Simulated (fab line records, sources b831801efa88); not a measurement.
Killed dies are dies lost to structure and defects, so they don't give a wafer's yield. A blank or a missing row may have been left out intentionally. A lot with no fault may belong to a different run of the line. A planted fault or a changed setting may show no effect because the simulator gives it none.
fab line records	flow sky130
record: lots: 6	wafers: 18	lastDay: 49
route steps=708 shown CONTACT@425 METAL1@434
lots untouched by any fault: they come from a run of this same line in which no faults occurred
startH: hours from the record's opening day to when the first of the lot's shown wafers began	waitH: hours since the lot's step before	" unchanged from the row above	L1.1+2: one row covering several wafers at once	- value missing, or start not given	* or withheld: withheld	< > ~ a bound
route shown NAME@n: a module of which the file shows steps, and the number in the route of the first	usual: mean/standard deviation taken from wafers without a fault	same: alike in all rows	chamber/n: place in a boat	sites: each site's reading	_std_site: the values' standard deviation	_edge_site: mean of outer sites minus mean of inner sites	radiusMm: how far each site lies from the wafer's centre	mask NAME#n: copy n	behind: tool/chamber where the wafer was last shaped	hold: reason for holding the lot/hours on hold/outcome of the hold	device: which transistor (n, p or np) failed to switch	end of line: at the end of the route, the tests of the same wafers	step lacking rows: just its recipe	killed: at the first sort, the dies lost to defects and structure; wafer yield is something else	map: the dies of a wafer, with x for killed, . for not killed, _ for no die there
set.NAME: the run value of the setting; set.NAME@STEP: its run value at that earlier step	model.NAME: the simulator's own value behind a step, which no gauge read
lots at some steps of the route; a table a step, a row a wafer
services: the hour from which a tool's chamber was out of use, counted from the record's first day as startH (under 0 if before that day), plus the number of hours and why
== steps ==
step: SKY_CONTACT_STRIP_19
recipe: chemistry: O2/N2	powerW: 1400	pressureMtorr: 1500	platenTempC: withheld	o2FlowSccm: 3000	n2FlowSccm: 300	overashFraction: 0.5
usual: drypumpMotorCurrentA: 5.6/0.44	oesProductAu: 0.381/0.0048	stripTimeToEndpointS: 3.609/0.025
lot.wafer	tool	chamber	startH	waitH	drypumpMotorCurrentA	oesProductAu	rfHoursCounterH	stripTimeToEndpointS
L439.2	plasmaAsher-04	0	764.79	-	5.2	0.384	2	3.622
L439.3	"	0	"	"	5.2	0.382	-	3.589
L439.6	"	0	"	"	5.2	0.383	-	3.598
L443.2	plasmaAsher-03	1	792.09	-	5.6	0.381	97	3.615
L443.3	"	1	"	"	5.6	0.379	-	3.614
L443.6	"	1	"	"	5.6	0.378	-	3.603
L452.1	plasmaAsher-04	1	858.88	-	6.0	0.378	13	3.572
L452.5	"	0	"	"	5.2	0.380	-	3.576
L452.6	"	1	"	"	6.0	0.372	-	3.613
L450.3	plasmaAsher-04	1	862.07	-	6.0	0.385	-	3.541
L450.4	"	0	"	"	5.2	0.385	-	3.589
L450.5	"	1	"	"	6.0	0.374	-	3.562
L456.2	plasmaAsher-04	0	878.34	-	5.2	0.375	15	3.586
L456.3	"	0	"	"	5.2	0.388	-	3.582
L456.6	"	1	"	"	6.0	0.381	-	3.606
L457.2	plasmaAsher-04	0	879.89	-	5.2	0.383	15	3.663
L457.3	"	1	"	"	6.0	0.385	-	3.626
L457.6	"	1	"	"	6.0	0.379	-	3.630
step: SKY_CONTACT_STRIP_20
recipe: chemistry: postEtchResidueRemover	timeS: 1200	tempC: 72.5
step: SKY_CONTACT_CLEAN_21
recipe: chemistry: IPA	timeS: 180	tempC: 25
step: SKY_CONTACT_CLEAN_22
recipe: chemistry: O3/DIW	dry: n2Spin
step: SKY_CONTACT_SPUTTER_23
recipe: material: TiN	targetThkNm: 20	chamberPressurePa: 5	powerW: 4000	timeS: 80
usual: cathodeDcPowerW: 3999.9/0.74	chamberPressurePa: 5.000/0.0093	throttleValvePct: 30.2/0.91
lot.wafer	tool	chamber	startH	waitH	cathodeDcPowerW	chamberPressurePa	throttleValvePct
L439.2	pvdSputter-01	-	765.38	0.0	3999.3	4.999	28.8
L439.3	"	-	"	"	4000.8	5.009	30.1
L439.6	"	-	"	"	3999.2	5.002	28.9
L443.2	pvdSputter-01	-	792.78	0.0	3999.2	4.984	30.1
L443.3	"	-	"	"	4000.1	5.005	28.8
L443.6	"	-	"	"	4000.0	4.997	29.9
L452.1	pvdSputter-03	-	859.48	0.0	4000.3	4.997	31.0
L452.5	"	-	"	"	4000.7	4.996	31.1
L452.6	"	-	"	"	3999.2	5.017	30.4
L450.3	pvdSputter-01	-	862.67	0.0	4000.6	5.010	28.8
L450.4	"	-	"	"	4000.6	4.998	29.9
L450.5	"	-	"	"	3999.6	5.004	29.3
L456.2	pvdSputter-03	-	878.93	0.0	3999.3	5.005	30.6
L456.3	"	-	"	"	3999.7	4.999	29.4
L456.6	"	-	"	"	4000.7	4.993	30.8
L457.2	pvdSputter-03	-	880.52	0.0	3999.8	5.002	30.8
L457.3	"	-	"	"	4000.0	4.991	30.9
L457.6	"	-	"	"	4000.0	4.998	31.0
step: SKY_CONTACT_CVD_24
recipe: material: W	targetThkNm: 340	timeS: 102.12	tempC: 400	pressureTorr: 40
step: SKY_CONTACT_RS_MEAS_25
recipe: thkMeasGauge: four-point-probe	reads: W_of_CONTACT_CVD_24+TiN_of_CONTACT_SPUTTER_23
usual: CONTACT_W_RS: 0.336/0.0031
lot.wafer	tool	chamber	startH	waitH	CONTACT_W_RS[ohm/sq]
L439.2	filmMetro-01	-	765.57	0.1	0.335
L439.3	"	-	"	"	0.333
L439.6	"	-	"	"	0.337
L443.2	filmMetro-04	-	792.97	0.1	0.333
L443.3	"	-	"	"	0.337
L443.6	"	-	"	"	0.329
L452.1	filmMetro-01	-	859.65	0.1	0.339
L452.5	"	-	"	"	0.336
L452.6	"	-	"	"	0.338
L450.3	filmMetro-01	-	862.88	0.1	0.336
L450.4	"	-	"	"	0.336
L450.5	"	-	"	"	0.332
L456.2	filmMetro-01	-	879.12	0.1	0.339
L456.3	"	-	"	"	0.340
L456.6	"	-	"	"	0.342
L457.2	filmMetro-04	-	880.71	0.1	0.342
L457.3	"	-	"	"	0.340
L457.6	"	-	"	"	0.338
step: SKY_CONTACT_THK_MEAS_26
recipe: thkMeasGauge: xrf	reads: W_of_CONTACT_CVD_24
usual: CONTACT_W_THK: 350/3.7
lot.wafer	tool	chamber	startH	waitH	CONTACT_W_THK[nm]
L439.2	filmMetro-01	-	765.68	0.1	353
L439.3	"	-	"	"	355
L439.6	"	-	"	"	349
L443.2	filmMetro-04	-	793.08	0.1	356
L443.3	"	-	"	"	350
L443.6	"	-	"	"	357
L452.1	filmMetro-01	-	859.77	0.1	345
L452.5	"	-	"	"	348
L452.6	"	-	"	"	347
L450.3	filmMetro-01	-	862.98	0.1	347
L450.4	"	-	"	"	350
L450.5	"	-	"	"	353
L456.2	filmMetro-01	-	879.23	0.1	346
L456.3	"	-	"	"	345
L456.6	"	-	"	"	344
L457.2	filmMetro-04	-	880.82	0.1	345
L457.3	"	-	"	"	347
L457.6	"	-	"	"	350
step: SKY_CONTACT_CMP_27
recipe: stopOn: SiO2	tOverpolishS: 15	downForcePsi: 3.5	platenRpm: 60	targetThkNm: 0	padVelocityMS: 0.94248
step: SKY_METAL1_SPUTTER_00
recipe: material: Ti	targetThkNm: 15	powerW: 3000	timeS: 10	chamberPressurePa: 0.4
usual: cathodeDcPowerW: 2999.9/0.56	chamberPressurePa: 0.3999/0.00082	throttleValvePct: 30.5/0.72
lot.wafer	tool	chamber	startH	waitH	cathodeDcPowerW	chamberPressurePa	throttleValvePct
L439.2	pvdSputter-02	-	766.03	0.1	2999.4	0.3996	30.4
L439.3	"	-	"	"	2999.8	0.3987	29.9
L439.6	"	-	"	"	2999.7	0.4000	31.6
L443.2	pvdSputter-02	-	793.43	0.1	3000.3	0.4000	31.5
L443.3	"	-	"	"	3000.1	0.4001	29.8
L443.6	"	-	"	"	2999.6	0.3980	31.3
L452.1	pvdSputter-04	-	860.13	0.1	3000.0	0.4003	30.1
L452.5	"	-	"	"	2999.5	0.3996	29.8
L452.6	"	-	"	"	2999.0	0.3993	30.4
L450.3	pvdSputter-02	-	863.32	0.2	2999.5	0.4010	32.0
L450.4	"	-	"	"	2999.4	0.4002	32.1
L450.5	"	-	"	"	3000.7	0.4005	30.0
L456.2	pvdSputter-02	-	879.58	0.2	2999.6	0.4001	30.8
L456.3	"	-	"	"	2999.9	0.4002	31.2
L456.6	"	-	"	"	3001.4	0.4009	30.1
L457.2	pvdSputter-02	-	881.17	0.1	2999.8	0.4004	30.7
L457.3	"	-	"	"	3000.6	0.3998	30.0
L457.6	"	-	"	"	2999.8	0.3991	31.3
step: SKY_METAL1_SPUTTER_01
recipe: material: TiN	targetThkNm: 20	powerW: 6500	timeS: 16.7	chamberPressurePa: 0.4
usual: cathodeDcPowerW: 6499.9/1.1	chamberPressurePa: 0.4000/0.00078	throttleValvePct: 30.5/0.72
lot.wafer	tool	chamber	startH	waitH	cathodeDcPowerW	chamberPressurePa	throttleValvePct
L439.2	pvdSputter-02	-	766.06	0.0	6499.3	0.4000	30.7
L439.3	"	-	"	"	6501.1	0.4012	29.7
L439.6	"	-	"	"	6500.9	0.4013	31.6
L443.2	pvdSputter-02	-	793.45	0.0	6499.9	0.3981	31.5
L443.3	"	-	"	"	6498.7	0.4013	29.7
L443.6	"	-	"	"	6501.2	0.3996	31.5
L452.1	pvdSputter-04	-	860.15	0.0	6500.5	0.4008	30.0
L452.5	"	-	"	"	6500.0	0.4016	30.0
L452.6	"	-	"	"	6498.3	0.3999	30.9
L450.3	pvdSputter-02	-	863.34	0.0	6500.0	0.4008	32.1
L450.4	"	-	"	"	6502.1	0.3999	31.9
L450.5	"	-	"	"	6499.4	0.4004	29.9
L456.2	pvdSputter-02	-	879.61	0.0	6498.2	0.3997	30.8
L456.3	"	-	"	"	6498.8	0.3996	31.2
L456.6	"	-	"	"	6501.0	0.4004	29.6
L457.2	pvdSputter-02	-	881.19	0.0	6501.7	0.3994	30.6
L457.3	"	-	"	"	6499.0	0.4000	30.0
L457.6	"	-	"	"	6500.0	0.3993	31.5
step: SKY_METAL1_SPUTTER_02
recipe: material: AlCu	targetThkNm: 250	powerW: 10600	timeS: 13.3	chamberPressurePa: 0.4
step: SKY_METAL1_SPUTTER_03
recipe: material: Ti	targetThkNm: 5	powerW: 3000	timeS: 3.3	chamberPressurePa: 0.4
usual: cathodeDcPowerW: 2999.9/0.57	chamberPressurePa: 0.4000/0.00076	throttleValvePct: 30.5/0.7
lot.wafer	tool	chamber	startH	waitH	cathodeDcPowerW	chamberPressurePa	throttleValvePct
L439.2	pvdSputter-02	-	766.11	0.0	2999.4	0.3991	30.7
L439.3	"	-	"	"	3000.3	0.4012	29.8
L439.6	"	-	"	"	3000.0	0.4001	31.5
L443.2	pvdSputter-02	-	793.50	0.0	3000.8	0.4003	31.3
L443.3	"	-	"	"	3001.1	0.3995	29.7
L443.6	"	-	"	"	3000.1	0.4003	31.3
L452.1	pvdSputter-04	-	860.20	0.0	-	-	-
L452.5	"	-	"	"	-	-	-
L452.6	"	-	"	"	-	-	-
L450.3	pvdSputter-02	-	863.39	0.0	-	-	-
L450.4	"	-	"	"	-	-	-
L450.5	"	-	"	"	-	-	-
L456.2	pvdSputter-02	-	879.66	0.0	3000.5	0.4008	30.6
L456.3	"	-	"	"	3000.1	0.3999	31.4
L456.6	"	-	"	"	3000.2	0.4014	29.5
L457.2	pvdSputter-02	-	881.24	0.0	3000.8	0.4009	30.9
L457.3	"	-	"	"	3000.5	0.4007	30.1
L457.6	"	-	"	"	3000.0	0.4007	31.3
step: SKY_METAL1_SPUTTER_04
recipe: material: TiN	targetThkNm: 70	powerW: 6500	timeS: 58.3	chamberPressurePa: 0.4
usual: cathodeDcPowerW: 6500.0/1.2	chamberPressurePa: 0.4001/0.00082	throttleValvePct: 30.5/0.69
lot.wafer	tool	chamber	startH	waitH	cathodeDcPowerW	chamberPressurePa	throttleValvePct
L439.2	pvdSputter-02	-	766.12	0.0	6499.5	0.4013	30.6
L439.3	"	-	"	"	6499.6	0.4002	30.0
L439.6	"	-	"	"	6500.5	0.4008	31.4
L443.2	pvdSputter-02	-	793.52	0.0	6500.5	0.3994	31.2
L443.3	"	-	"	"	6500.4	0.4001	29.9
L443.6	"	-	"	"	6502.1	0.3999	31.3
L452.1	pvdSputter-04	-	860.22	0.0	6499.6	0.4002	30.1
L452.5	"	-	"	"	6499.7	0.4013	30.4
L452.6	"	-	"	"	6501.3	0.4002	30.7
L450.3	pvdSputter-02	-	863.41	0.0	6499.7	0.4004	31.9
L450.4	"	-	"	"	6501.3	0.3993	32.0
L450.5	"	-	"	"	6500.1	0.4012	29.5
L456.2	pvdSputter-02	-	879.67	0.0	6499.5	0.4002	30.6
L456.3	"	-	"	"	6500.8	0.3999	31.4
L456.6	"	-	"	"	6498.8	0.3986	29.8
L457.2	pvdSputter-02	-	881.26	0.0	6500.3	0.4003	30.6
L457.3	"	-	"	"	6498.6	0.3996	30.0
L457.6	"	-	"	"	6501.6	0.4006	31.4
== services ==
tool	chamber	startH	hours	kind
plasmaAsher-04	-	742.75	2.8	pm
plasmaAsher-04	0	742.75	-	clean
plasmaAsher-04	1	742.75	-	clean
plasmaAsher-03	-	812.74	8.1	repair
pvdSputter-04	-	819.20	1.4	repair
plasmaAsher-03	-	840.18	2.8	pm
== key ==
firstSign: step: SKY_METAL1_SPUTTER_03	reading: toolRecord	direction: missing
effect none on later readings
metAt SKY_METAL1_SPUTTER_03
struckWafers L450.3,L450.4,L450.5,L452.1,L452.5,L452.6
laterRowsLeftOut L450.3,L450.4,L450.5,L452.1,L452.5,L452.6
sortLeftOut L450.3,L450.4,L450.5,L452.1,L452.5,L452.6
onsetBetween 793.50 860.20
fault: kind: skippedStepWhole	tool: pvdSputter-02,pvdSputter-04	chamber: -	onsetH: 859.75	steps: SKY_METAL1_SPUTTER_03	scope: struckLotsOnly
sortLeftOut: the simulated sort isn't trusted on such a fault, so these wafers' sort isn't shown, and their yield isn't known
laterRowsLeftOut: the simulator's readings of these wafers behind a module that went badly wrong aren't trusted and aren't shown, but for the sort
